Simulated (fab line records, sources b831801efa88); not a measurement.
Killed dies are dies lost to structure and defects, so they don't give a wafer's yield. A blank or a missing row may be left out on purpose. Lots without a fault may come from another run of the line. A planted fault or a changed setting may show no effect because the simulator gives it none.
Chamber matching | flow sky130 | SKY_CONTACT_CMP_04 on cmp-02: 4 sister chambers
The step polishes SiO2. 4 wafers are shown with their chamber, then 7 later ones without.

WAFERS WITH THEIR CHAMBER
wafer  | chamber | slurry_flow_ml_min
L463.4 | 3       | 150.0
L466.3 | 1       | 149.8
L467.1 | 0       | 150.3
L467.2 | 2       | 150.7

WAFERS WITHOUT THEIR CHAMBER
wafer  | slurry_flow_ml_min
L467.6 | 150.5
L468.1 | 150.3
L468.5 | 150.6
L468.6 | 150.3
L472.1 | 149.9
L472.2 | 149.7
L472.4 | 150.1

WHICH CHAMBER EACH WENT THROUGH
wafer  | from the rows above          | in truth
L467.6 | can't be placed: 0 or 2      | 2
L468.1 | 0                            | 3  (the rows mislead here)
L468.5 | can't be placed: 2 or 0      | 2
L468.6 | 0                            | 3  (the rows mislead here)
L472.1 | can't be placed: 1 or 3      | 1
L472.2 | can't be placed: 1 or 3      | 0
L472.4 | can't be placed: 3 or 0 or 1 | 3
Placed correctly: 0 of 7. Can't be placed from these rows: 5 (the true chamber is among the candidates in 4). Placed wrongly: 2.
How it was worked out, from the rows above alone: a wafer's distance from a chamber is the root of the sum, over the readings, of the square of ((its reading less the chamber's mean) divided by the reading's scatter). The wafer belongs to the nearest chamber; if the next one is less than 2 further off, it can't be placed. A chamber's mean is the mean of its shown wafers. The scatter: with one shown wafer a chamber, the root of the mean of the squares of how far each hidden wafer lies from its nearest shown one.
